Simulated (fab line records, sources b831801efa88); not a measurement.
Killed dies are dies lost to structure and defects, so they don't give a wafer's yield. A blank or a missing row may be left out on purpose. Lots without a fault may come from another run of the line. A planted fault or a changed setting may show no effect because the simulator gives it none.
fab line records | flow gf180mcu | part 1 of 2: steps 1 to 30 of 40
record lots=5 wafers=15 last_day=34
route steps=602 shown VT_IMPLANT@122 MVSD@136 NWELL@137 LVPWELL@138 MVPSD@139 DUAL_GATE@141 POLY_GATE@157
lots that met no fault: from a run of the same line without faults
start_h: hours from the record's first day to the start of the lot's first wafer shown | wait_h: hours since the lot's step before | " the same as in the row above | L1.1+2: a row that stands for several wafers | - no value, or no start given | * or withheld: withheld | < > ~ a bound
route shown NAME@n: a module of which the file shows steps, and the number in the route of the first | usual: mean/standard deviation of fault-free wafers | same: alike in all rows | chamber/n: place in a boat | sites: the reading at each site | _std_site: their standard deviation | _edge_site: outer sites' mean less inner sites' | radius_mm: how far each site lies from the wafer's centre | mask NAME#n: copy n | behind: the tool/chamber that last shaped the wafer | hold: why the lot was held/for how many hours/how that ended | device: the transistor (n, p or np) that didn't switch | end of line: the same wafers' tests at the end of the route | a step without rows: its recipe alone | killed: dies lost to structure and defects at the first sort, not the wafer's yield | map: a wafer's dies, x killed, . not, _ none there
set.NAME: the setting as run; set.NAME@STEP: as run at that earlier step | model.NAME: the simulator's own value behind a step, which no gauge read
lots at some steps of the route; a table a step, a row a wafer
services: from which hour (start_h, from the record's first day; less than 0 if before it) a tool's chamber was out of use, for how many hours, and why
## steps
# step GF_VT_IMPLANT_TW_MEAS_32
# usual VT_IMPLANT_3_TW=269.1/1.8
# columns lot.wafer tool chamber start_h wait_h VT_IMPLANT_3_TW
L078.2 film_metro-01 - 173.42 0.1 270.2
L078.3 " - " " 269.2
L078.5 " - " " 268.4
L079.1 film_metro-04 - 184.97 0.1 267.9
L079.3 " - " " 266.7
L079.6 " - " " 265.3
L083.1 film_metro-02 - 210.46 0.1 271.4
L083.3 " - " " 271.8
L083.6 " - " " 270.2
L093.1 film_metro-04 - 268.92 0.1 269.5
L093.2 " - " " 268.0
L093.3 " - " " 270.1
L096.1 film_metro-02 - 286.82 0.1 272.7
L096.2 " - " " 272.3
L096.3 " - " " 272.4
# step GF_VT_IMPLANT_DEHYDRATE_33
# recipe temp_c=200 time_s=60
# columns lot.wafer tool chamber start_h wait_h
L078.2+3+5 litho_track-04 0 180.89 7.5
L079.1+3+6 litho_track-03 0 193.08 8.1
L083.1+3+6 litho_track-01 0 218.52 8.1
L093.1+2+3 litho_track-03 0 278.18 9.3
L096.1+2+3 litho_track-04 0 296.16 9.3
# step GF_VT_IMPLANT_HMDS_34
# recipe prime_time_s=60 prime_temp_c=120
# columns lot.wafer tool chamber start_h wait_h
L078.2+3+5 litho_track-04 0 181.04 0.1
L079.1+3+6 litho_track-03 0 193.23 0.1
L083.1+3+6 litho_track-01 0 218.67 0.1
L093.1+2+3 litho_track-03 0 278.33 0.1
L096.1+2+3 litho_track-04 0 296.31 0.1
# step GF_VT_IMPLANT_COAT_35
# recipe resist=NOVOLAK spin_rpm=3000 resist_thk_nm=1000
# usual dispense_pressure_kPa=53/4.6
# columns lot.wafer tool chamber start_h wait_h dispense_pressure_kPa
L078.2 litho_track-04 0 181.19 0.1 47
L078.3 " 0 " " 47
L078.5 " 0 " " 47
L079.1 litho_track-03 0 193.38 0.1 58
L079.3 " 0 " " 58
L079.6 " 0 " " 58
L083.1 litho_track-01 0 218.82 0.1 51
L083.3 " 0 " " 51
L083.6 " 0 " " 51
L093.1 litho_track-03 0 278.48 0.1 58
L093.2 " 0 " " 58
L093.3 " 0 " " 58
L096.1 litho_track-04 0 296.46 0.1 47
L096.2 " 0 " " 47
L096.3 " 0 " " 47
# step GF_VT_IMPLANT_SOFTBAKE_36
# recipe temp_c=90 time_s=60 resist=NOVOLAK
# columns lot.wafer tool chamber start_h wait_h
L078.2+3+5 litho_track-04 0 181.34 0.1
L079.1+3+6 litho_track-03 0 193.53 0.1
L083.1+3+6 litho_track-01 0 218.97 0.1
L093.1+2+3 litho_track-03 0 278.63 0.1
L096.1+2+3 litho_track-04 0 296.61 0.1
# step GF_VT_IMPLANT_EXPOSE_37
# recipe mask_id=Nwell_HV_AREA target_cd_nm=860 na=0.6 source_shape=conventional sigma_outer=0.6 dose_mj=140
# usual exposure_dose_mJ_cm2=140.01/0.15 reticle_temp_C=23.01/0.12 stage_vel_mm_s=500.02/0.26
# columns lot.wafer tool chamber start_h wait_h mask exposure_dose_mJ_cm2 reticle_temp_C stage_vel_mm_s
L078.2 iline_stepper-02 0 - - Nwell_HV_AREA#0 140.06 23.11 499.70
L078.3 " 0 " " Nwell_HV_AREA#0 140.17 23.09 499.84
L078.5 " 0 " " Nwell_HV_AREA#0 140.03 23.09 500.09
L079.1 iline_stepper-02 0 - - Nwell_HV_AREA#0 140.15 23.14 499.72
L079.3 " 0 " " Nwell_HV_AREA#0 140.22 22.93 500.17
L079.6 " 0 " " Nwell_HV_AREA#0 140.49 22.90 499.73
L083.1 iline_stepper-01 0 - - Nwell_HV_AREA#0 139.75 23.09 499.99
L083.3 " 0 " " Nwell_HV_AREA#0 139.99 22.89 500.33
L083.6 " 0 " " Nwell_HV_AREA#0 139.64 23.04 499.80
L093.1 iline_stepper-01 0 - - Nwell_HV_AREA#0 140.19 22.89 499.75
L093.2 " 0 " " Nwell_HV_AREA#0 140.13 22.99 499.93
L093.3 " 0 " " Nwell_HV_AREA#0 140.13 22.96 499.89
L096.1 iline_stepper-02 0 - - Nwell_HV_AREA#0 139.90 23.00 500.22
L096.2 " 0 " " Nwell_HV_AREA#0 139.82 22.91 500.07
L096.3 " 0 " " Nwell_HV_AREA#0 139.98 22.89 500.38
# step GF_VT_IMPLANT_PEB_38
# recipe temp_c=withheld time_s=* resist=NOVOLAK
# columns lot.wafer tool chamber start_h wait_h
L078.2+3+5 litho_track-03 0 - -
L079.1+3+6 litho_track-04 0 - -
L083.1+3+6 litho_track-04 0 - -
L093.1+2+3 litho_track-04 0 - -
L096.1+2+3 litho_track-04 0 - -
# step GF_VT_IMPLANT_DEVELOP_39
# recipe develop_time_s=60 dev_temp_c=23
# same develop_time_s=60
# columns lot.wafer tool chamber start_h wait_h
L078.2+3+5 litho_track-03 0 189.51 0.1
L079.1+3+6 litho_track-04 0 201.51 0.1
L083.1+3+6 litho_track-04 0 227.71 0.1
L093.1+2+3 litho_track-04 0 288.46 0.1
L096.1+2+3 litho_track-04 0 306.61 0.1
# step GF_VT_IMPLANT_OVL_MEAS_40
# usual VT_IMPLANT_03_OVL=1.2/1.2
# columns lot.wafer tool chamber start_h wait_h VT_IMPLANT_03_OVL[nm]
L078.2 overlay-01 - 189.64 0.1 1.0
L078.3 " - " " 0.2
L078.5 " - " " 1.5
L079.1 overlay-02 - 201.66 0.1 1.2
L079.3 " - " " 0.5
L079.6 " - " " 0.9
L083.1 overlay-02 - 227.86 0.1 0.5
L083.3 " - " " 2.3
L083.6 " - " " 2.4
L093.1 overlay-01 - 288.61 0.1 -0.7
L093.2 " - " " 1.2
L093.3 " - " " 1.5
L096.1 overlay-02 - 306.76 0.1 1.1
L096.2 " - " " 1.5
L096.3 " - " " 0.0
# step GF_VT_IMPLANT_IMPLANT_41
# recipe species=As energy_kev=70 dose_cm2=1.013e+12 tilt_deg=7
# usual beam_on_s=9.98/0.22 dose_ions_cm2=1.0129e+12/9.2e+08
# columns lot.wafer tool chamber start_h wait_h beam_on_s dose_ions_cm2
L078.2 implanter-04 0 189.69 0.0 10.25 1.0131e+12
L078.3 " 0 " " 10.10 1.0133e+12
L078.5 " 0 " " 9.28 1.0128e+12
L079.1 implanter-01 0 201.70 0.0 9.85 1.0129e+12
L079.3 " 0 " " 10.01 1.0129e+12
L079.6 " 0 " " 10.01 1.0132e+12
L083.1 implanter-03 0 227.90 0.0 10.09 1.0132e+12
L083.3 " 0 " " 9.96 1.0122e+12
L083.6 " 0 " " 9.92 1.012e+12
L093.1 implanter-03 0 288.65 0.0 10.25 1.0128e+12
L093.2 " 0 " " 10.06 1.0132e+12
L093.3 " 0 " " 9.90 1.0113e+12
L096.1 implanter-01 0 306.80 0.0 10.11 1.0138e+12
L096.2 " 0 " " 9.98 1.0122e+12
L096.3 " 0 " " 9.81 1.0127e+12
# step GF_VT_IMPLANT_STRIP_42
# recipe chemistry=O2/N2 power_w=1400 pressure_mtorr=1500 platen_temp_c=250 o2_flow_sccm=3000 n2_flow_sccm=300 overash_fraction=0.5
# usual chamber_pressure_mTorr=1500.0/1.4 drypump_motor_current_A=5.77/0.26 heater_power_w=339/36 o2_flow_sccm=2999/8.9 oes_product_au=0.716/0.0043 strip_time_to_endpoint_s=12.62/0.034
# columns lot.wafer tool chamber start_h wait_h chamber_pressure_mTorr drypump_motor_current_A heater_power_w o2_flow_sccm oes_product_au rf_hours_counter_h strip_time_to_endpoint_s
L078.2 plasma_asher-02 1 189.82 0.1 1500.1 5.82 334 3009 0.717 7 12.70
L078.3 " 1 " " 1499.9 5.82 334 3001 0.713 - 12.66
L078.5 " 1 " " 1499.9 5.87 330 2990 0.716 - 12.66
L079.1 plasma_asher-01 1 201.85 0.1 1501.0 6.27 356 3008 0.724 57 12.66
L079.3 " 0 " " 1501.4 5.53 273 2997 0.717 - 12.67
L079.6 " 0 " " 1499.8 5.53 283 3012 0.708 - 12.64
L083.1 plasma_asher-03 0 228.05 0.1 1499.1 5.67 384 3003 0.720 55 12.67
L083.3 " 0 " " 1501.0 5.67 385 3011 0.717 - 12.64
L083.6 " 0 " " 1500.6 5.67 385 2996 0.716 - 12.67
L093.1 plasma_asher-01 1 288.80 0.1 1499.7 6.28 348 2994 0.712 66 12.61
L093.2 " 0 " " 1502.0 5.49 283 2996 0.720 66 12.64
L093.3 " 1 " " 1499.8 6.29 357 2986 0.718 - 12.58
L096.1 plasma_asher-02 1 306.95 0.1 1500.9 5.85 327 2995 0.712 20 12.68
L096.2 " 0 " " 1500.9 5.69 319 2984 0.714 20 12.67
L096.3 " 1 " " 1497.7 5.83 333 3002 0.716 - 12.66
# step GF_VT_IMPLANT_TW_MEAS_43
# usual VT_IMPLANT_4_TW=692/5.1
# columns lot.wafer tool chamber start_h wait_h VT_IMPLANT_4_TW
L078.2 film_metro-02 - 189.93 0.1 697
L078.3 " - " " 697
L078.5 " - " " 700
L079.1 film_metro-02 - 201.95 0.1 695
L079.3 " - " " 690
L079.6 " - " " 694
L083.1 film_metro-04 - 228.15 0.1 684
L083.3 " - " " 686
L083.6 " - " " 688
L093.1 film_metro-02 - 288.90 0.1 699
L093.2 " - " " 703
L093.3 " - " " 699
L096.1 film_metro-01 - 307.05 0.1 693
L096.2 " - " " 694
L096.3 " - " " 697
# step GF_VT_IMPLANT_CLEAN_44
# recipe chemistry=SC1/SC2 mix=1:4:20 temp_c=70 time_s=150 dry=n2_spin
# columns lot.wafer tool chamber start_h wait_h
L078.2+3+5 wet_bench-04 1 189.98 0.0
L079.1+3+6 wet_bench-04 3 202.01 0.1
L083.1+3+6 wet_bench-01 1 228.21 0.1
L093.1+2+3 wet_bench-02 0 288.96 0.1
L096.1+2+3 wet_bench-04 2 307.11 0.1
# step GF_VT_IMPLANT_RTA_45
# recipe temp_c=1050 time_s=30 ambient=N2
# usual lamp_power_pct=33.3/2.9 wafer_temp_C_max=1053.8/0.89
# columns lot.wafer tool chamber start_h wait_h lamp_power_pct wafer_temp_C_max
L078.2 rtp_anneal-02 0 190.10 0.0 31.5 1052.2
L078.3 " 0 " " 31.5 1054.0
L078.5 " 0 " " 31.5 1054.7
L079.1 rtp_anneal-02 0 202.06 0.0 31.4 1052.5
L079.3 " 0 " " 31.5 1053.7
L079.6 " 0 " " 31.5 1053.6
L083.1 rtp_anneal-02 0 228.26 0.0 31.5 1052.1
L083.3 " 0 " " 31.4 1053.3
L083.6 " 0 " " 31.4 1053.3
L093.1 rtp_anneal-01 0 289.01 0.0 37.8 1055.7
L093.2 " 0 " " 37.7 1054.3
L093.3 " 0 " " 37.8 1054.6
L096.1 rtp_anneal-02 0 307.16 0.0 31.4 1053.0
L096.2 " 0 " " 31.4 1053.6
L096.3 " 0 " " 31.5 1054.2
# step GF_VT_IMPLANT_RS_MEAS_46
# recipe thk_meas_gauge=four-point-probe
# usual MVSD_RS=456.3/1
# columns lot.wafer tool chamber start_h wait_h MVSD_RS[ohm/sq]
L078.2 film_metro-04 - 190.20 0.1 456.9
L078.3 " - " " 457.2
L078.5 " - " " 456.5
L079.1 film_metro-04 - 202.16 0.1 456.1
L079.3 " - " " 455.2
L079.6 " - " " 457.0
L083.1 film_metro-01 - 228.36 0.1 455.5
L083.3 " - " " 455.8
L083.6 " - " " 454.9
L093.1 film_metro-01 - 289.11 0.1 456.6
L093.2 " - " " 456.2
L093.3 " - " " 455.0
L096.1 film_metro-04 - 307.26 0.1 457.4
L096.2 " - " " 457.6
L096.3 " - " " 458.6
# step GF_VT_IMPLANT_RS_MEAS_47
# recipe thk_meas_gauge=four-point-probe
# usual NWELL_RS=487.4/1.3
# columns lot.wafer tool chamber start_h wait_h NWELL_RS[ohm/sq]
L078.2 film_metro-04 - 190.32 0.1 489.1
L078.3 " - " " 488.0
L078.5 " - " " 487.5
L079.1 film_metro-04 - 202.28 0.1 486.7
L079.3 " - " " 489.2
L079.6 " - " " 488.5
L083.1 film_metro-01 - 228.48 0.1 489.5
L083.3 " - " " 489.5
L083.6 " - " " 490.0
L093.1 film_metro-01 - 289.23 0.1 488.8
L093.2 " - " " 487.4
L093.3 " - " " 488.6
L096.1 film_metro-04 - 307.38 0.1 485.9
L096.2 " - " " 486.2
L096.3 " - " " 486.0
# step GF_VT_IMPLANT_RS_MEAS_48
# recipe thk_meas_gauge=four-point-probe
# usual LVPWELL_RS=1195.8/3
# columns lot.wafer tool chamber start_h wait_h LVPWELL_RS[ohm/sq]
L078.2 film_metro-04 - 190.44 0.1 1200.0
L078.3 " - " " 1199.0
L078.5 " - " " 1194.3
L079.1 film_metro-04 - 202.40 0.1 1200.4
L079.3 " - " " 1199.3
L079.6 " - " " 1204.0
L083.1 film_metro-01 - 228.60 0.1 1198.3
L083.3 " - " " 1195.7
L083.6 " - " " 1196.4
L093.1 film_metro-01 - 289.35 0.1 1195.4
L093.2 " - " " 1197.5
L093.3 " - " " 1199.0
L096.1 film_metro-04 - 307.50 0.1 1198.5
L096.2 " - " " 1190.8
L096.3 " - " " 1196.7
# step GF_VT_IMPLANT_RS_MEAS_49
# recipe thk_meas_gauge=four-point-probe
# usual MVPSD_RS=1167.0/2.8
# columns lot.wafer tool chamber start_h wait_h MVPSD_RS[ohm/sq]
L078.2 film_metro-04 - 190.56 0.1 1168.6
L078.3 " - " " 1170.8
L078.5 " - " " 1172.3
L079.1 film_metro-04 - 202.52 0.1 1167.3
L079.3 " - " " 1166.2
L079.6 " - " " 1167.5
L083.1 film_metro-01 - 228.72 0.1 1169.4
L083.3 " - " " 1168.7
L083.6 " - " " 1172.0
L093.1 film_metro-01 - 289.47 0.1 1167.7
L093.2 " - " " 1166.8
L093.3 " - " " 1164.1
L096.1 film_metro-04 - 307.62 0.1 1168.6
L096.2 " - " " 1168.0
L096.3 " - " " 1167.2
# step GF_VT_IMPLANT_WET_ETCH_50
# recipe chemistry=dHF target_depth_nm=20 target=SiO2 temp_c=25 dilution=100:1 time_s=400
# columns lot.wafer tool chamber start_h wait_h
L078.2+3+5 wet_bench-02 3 190.66 0.1
L079.1+3+6 wet_bench-02 1 202.64 0.1
L083.1+3+6 wet_bench-04 1 228.84 0.1
L093.1+2+3 wet_bench-01 1 289.59 0.1
L096.1+2+3 wet_bench-04 0 307.74 0.1
# step GF_DUAL_GATE_CLEAN_00
# recipe chemistry=SC1/SC2 mix=1:4:20 temp_c=70 time_s=150
# columns lot.wafer tool chamber start_h wait_h
L078.2+3+5 wet_bench-04 3 190.78 0.0
L079.1+3+6 wet_bench-01 2 202.76 0.0
L083.1+3+6 wet_bench-04 0 228.97 0.0
L093.1+2+3 wet_bench-01 2 289.71 0.0
L096.1+2+3 wet_bench-01 1 307.86 0.0
# step GF_DUAL_GATE_CLEAN_01
# recipe chemistry=dHF time_s=20 dilution=100:1 dry=ipa_marangoni
# columns lot.wafer tool chamber start_h wait_h
L078.2+3+5 wet_bench-01 0 190.88 0.0
L079.1+3+6 wet_bench-02 1 202.81 0.0
L083.1+3+6 wet_bench-01 3 229.02 0.0
L093.1+2+3 wet_bench-01 2 289.76 0.0
L096.1+2+3 wet_bench-04 2 307.91 0.0
# step GF_DUAL_GATE_OXIDATION_02
# recipe temp_c=900 ambient=O2 stabilise_s=600 purge_s=300 target_thk_a=108.87 ox_time_s=1602
# usual spike_tc_bottom_C=918.7/1.2
# same ox_time_s=1602
# columns lot.wafer tool chamber start_h wait_h spike_tc_bottom_C
L078.2 furnace-02 0 190.89 0.0 919.0
L078.3 " 0 " " 920.0
L078.5 " 0 " " 919.6
L079.1 furnace-02 0 203.07 0.2 918.0
L079.3 " 0 " " 917.0
L079.6 " 0 " " 918.9
L083.1 furnace-01 0 229.75 0.7 920.1
L083.3 " 0 " " 917.9
L083.6 " 0 " " 918.3
L093.1 furnace-02 0 289.83 0.1 920.2
L093.2 " 0 " " 919.7
L093.3 " 0 " " 920.4
L096.1 furnace-02 0 308.07 0.2 919.8
L096.2 " 0 " " 917.4
L096.3 " 0 " " 920.2
# step GF_DUAL_GATE_THK_MEAS_03
# recipe reads=SiO2_of_DUAL_GATE_OXIDATION_02
# usual DUAL_GATE_OXIDATION_00_THK=10.98/0.21
# columns lot.wafer tool chamber start_h wait_h DUAL_GATE_OXIDATION_00_THK[nm]
L078.2 film_metro-03 - 192.35 0.0 11.34
L078.3 " - " " 11.19
L078.5 " - " " 11.14
L079.1 film_metro-03 - 204.51 0.0 10.67
L079.3 " - " " 10.56
L079.6 " - " " 10.50
L083.1 film_metro-03 - 231.20 0.0 11.14
L083.3 " - " " 10.95
L083.6 " - " " 11.27
L093.1 film_metro-02 - 291.27 0.0 11.33
L093.2 " - " " 10.90
L093.3 " - " " 11.26
L096.1 film_metro-03 - 309.52 0.0 11.39
L096.2 " - " " 11.46
L096.3 " - " " 11.14
# step GF_DUAL_GATE_DEHYDRATE_04
# recipe temp_c=200 time_s=60
# columns lot.wafer tool chamber start_h wait_h
L078.2+3+5 litho_track-02 0 200.19 7.8
L079.1+3+6 litho_track-04 0 212.96 8.4
L083.1+3+6 litho_track-03 0 239.33 8.1
L093.1+2+3 litho_track-04 0 300.46 9.2
L096.1+2+3 litho_track-03 0 319.63 10.1
# step GF_DUAL_GATE_HMDS_05
# recipe prime_time_s=60 prime_temp_c=120
# columns lot.wafer tool chamber start_h wait_h
L078.2+3+5 litho_track-02 0 200.34 0.1
L079.1+3+6 litho_track-04 0 213.11 0.1
L083.1+3+6 litho_track-03 0 239.48 0.1
L093.1+2+3 litho_track-04 0 300.61 0.1
L096.1+2+3 litho_track-03 0 319.78 0.1
# step GF_DUAL_GATE_COAT_06
# recipe resist=NOVOLAK spin_rpm=3000 resist_thk_nm=1000
# usual dispense_pressure_kPa=51/4.8
# columns lot.wafer tool chamber start_h wait_h dispense_pressure_kPa
L078.2 litho_track-02 0 200.49 0.1 48
L078.3 " 0 " " 48
L078.5 " 0 " " 48
L079.1 litho_track-04 0 213.26 0.1 47
L079.3 " 0 " " 47
L079.6 " 0 " " 47
L083.1 litho_track-03 0 239.63 0.1 58
L083.3 " 0 " " 58
L083.6 " 0 " " 58
L093.1 litho_track-04 0 300.76 0.1 47
L093.2 " 0 " " 47
L093.3 " 0 " " 47
L096.1 litho_track-03 0 319.93 0.1 58
L096.2 " 0 " " 58
L096.3 " 0 " " 58
# step GF_DUAL_GATE_SOFTBAKE_07
# recipe temp_c=90 time_s=60 resist=NOVOLAK
# columns lot.wafer tool chamber start_h wait_h
L078.2+3+5 litho_track-02 0 200.64 0.1
L079.1+3+6 litho_track-04 0 213.41 0.1
L083.1+3+6 litho_track-03 0 239.78 0.1
L093.1+2+3 litho_track-04 0 300.91 0.1
L096.1+2+3 litho_track-03 0 320.08 0.1
# step GF_DUAL_GATE_EXPOSE_08
# recipe mask_id=Dualgate target_cd_nm=700 na=0.6 source_shape=conventional sigma_outer=0.6 dose_mj=140
# usual exposure_dose_mJ_cm2=140.00/0.13 reticle_temp_C=22.99/0.11 stage_vel_mm_s=500.03/0.27
# columns lot.wafer tool chamber start_h wait_h mask exposure_dose_mJ_cm2 reticle_temp_C stage_vel_mm_s
L078.2 iline_stepper-01 0 - - Dualgate#0 139.97 23.03 499.70
L078.3 " 0 " " Dualgate#0 139.83 22.96 500.25
L078.5 " 0 " " Dualgate#0 139.85 23.12 499.87
L079.1 iline_stepper-02 0 - - Dualgate#0 139.69 22.84 499.72
L079.3 " 0 " " Dualgate#0 139.86 22.94 499.66
L079.6 " 0 " " Dualgate#0 140.18 22.96 500.06
L083.1 iline_stepper-01 0 - - Dualgate#0 140.07 22.71 500.00
L083.3 " 0 " " Dualgate#0 139.94 22.89 499.94
L083.6 " 0 " " Dualgate#0 139.89 22.93 499.96
L093.1 iline_stepper-01 0 - - Dualgate#0 140.21 23.04 500.26
L093.2 " 0 " " Dualgate#0 139.95 23.05 500.62
L093.3 " 0 " " Dualgate#0 139.88 23.11 500.20
L096.1 iline_stepper-01 0 - - Dualgate#0 140.01 22.88 499.86
L096.2 " 0 " " Dualgate#0 140.13 23.07 500.24
L096.3 " 0 " " Dualgate#0 139.96 22.98 499.66
# step GF_DUAL_GATE_PEB_09
# recipe temp_c=withheld time_s=* resist=NOVOLAK
# columns lot.wafer tool chamber start_h wait_h
L078.2+3+5 litho_track-03 0 - -
L079.1+3+6 litho_track-02 0 - -
L083.1+3+6 litho_track-02 0 - -
L093.1+2+3 litho_track-04 0 - -
L096.1+2+3 litho_track-04 0 - -
# step GF_DUAL_GATE_DEVELOP_10
# recipe develop_time_s=60 dev_temp_c=23
# same develop_time_s=60
# columns lot.wafer tool chamber start_h wait_h
L078.2+3+5 litho_track-03 0 209.51 0.1
L079.1+3+6 litho_track-02 0 222.01 0.1
L083.1+3+6 litho_track-02 0 249.01 0.1
L093.1+2+3 litho_track-04 0 311.36 0.1
L096.1+2+3 litho_track-04 0 329.86 0.1
